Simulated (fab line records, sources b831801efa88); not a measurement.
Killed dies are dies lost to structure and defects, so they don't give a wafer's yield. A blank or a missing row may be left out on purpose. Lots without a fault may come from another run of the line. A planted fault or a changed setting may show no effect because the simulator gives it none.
Problem report in the 8D (eight disciplines) form, filled by code | flow sky130 | the parts of the form that need people (team, actions taken, sign-off) are left out

1. THE PROBLEM
VIA2_W_RS at SKY_VIA2_RS_MEAS_22 reads a mean of 0.4068 ohm/sq on 5 wafers of 4 lots; wafers without a fault read 0.2725 ohm/sq with a standard deviation of 0.0029. That is +46 standard deviations from the usual mean.
The step: measures by four-point-probe.
First seen on wafer L907.2, day 39 15:40, on film_metro-04. The record holds 36 wafers of 12 lots with a number at this step. Rule for "out", or "out of limits": more than 4 standard deviations from the usual mean. The other wafers with a number count as sound.

2. WHAT IT IS AND WHAT IT IS NOT
question                    | is                                     | is not
which readings at this step | VIA2_W_RS                              | -
which lots                  | L906, L907, L908, L910                 | L899, L900, L905, L911, L914, L917, L919, L921
which wafers of those lots  | L906.2, L907.2, L907.6, L908.6, L910.4 | L906.3, L906.5, L907.1, L908.3, L908.5, L910.3, L910.6
read on which gauges        | film_metro-02, film_metro-04           | film_metro-01
when                        | from day 39 15:40                      | up to then (10 sound wafers); but 21 sound wafers of L906, L908, L910, L911, L914, L917, L919, L921 came after

3. SUSPECTS, AND WHAT RULES EACH OUT
Counting: a tool at a process step up to the reading stays a suspect if it ran every lot that is out. Sound lots after the first of them don't rule it out here, since some wafers of a struck lot are sound.
- the gauge at SKY_VIA2_RS_MEAS_22: ruled out. The wafers that are out were read on 2 gauges (film_metro-02, film_metro-04).
- cmp-02 at SKY_VIA2_CMP_02 (polishes SiO2): kept. It ran every lot that is out, first L907 (day 38 13:31); its last sound lot up to then is L905 (day 37 16:29).
- cvd_w-02 at SKY_VIA2_CVD_21 (deposits W, target thk 420 nm, time 126.4 s): kept. It ran every lot that is out, first L907 (day 39 15:32); its last sound lot up to then is L900 (day 37 16:11).
- Within cvd_w-02 at SKY_VIA2_CVD_21: the wafers that are out ran in chamber 1; their sound lot-mates ran in chamber 0.
Left after counting: cmp-02 at SKY_VIA2_CMP_02, cvd_w-02 at SKY_VIA2_CVD_21.

4. THE CAUSE (what the simulator had put in)
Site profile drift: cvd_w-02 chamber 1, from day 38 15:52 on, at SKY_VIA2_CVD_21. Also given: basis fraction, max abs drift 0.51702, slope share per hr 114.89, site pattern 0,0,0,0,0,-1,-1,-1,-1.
Counting left 2 suspects, and this tool is among them.

5. THE CHAIN OF EFFECTS, in route order
Each row: a reading whose mean over the struck wafers that have a number lies more than 3 standard deviations from the usual. Only readings for which the record gives a usual standard deviation are gone through. hours: the time from each lot's start at the first step in this table that gives one to its start at this step, as a median over the lots. sigmas: the change in usual standard deviations.
hours | step                 | reading    | usual         | on struck wafers | change  | sigmas
0     | SKY_VIA2_RS_MEAS_22  | VIA2_W_RS  | 0.2725 ohm/sq | 0.4068           | +0.1343 | +46
0     | SKY_VIA2_THK_MEAS_23 | VIA2_W_THK | 408 nm        | 313              | -95     | -9.5
Later measuring or inspecting steps at which every struck wafer that the step has a row for has a number for every such reading, and none has moved that far: SKY_CAPM_THK_MEAS_04.

6. WHAT WOULD HAVE CAUGHT IT SOONER
In this record the first reading out of limits at a measuring or inspecting step was taken at day 39 15:40, 24 hours after the fault began at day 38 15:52.
Of the tool readings at SKY_VIA2_CVD_21 for which the record gives a usual standard deviation, none was out on any struck wafer, so an alarm limit of 4 standard deviations on them would not have fired.
Of the lots that are out (4), L906, L908, L910 began SKY_VIA2_CVD_21 on cvd_w-02 after day 39 15:40. A hold on the tool at that time would have spared those 3.
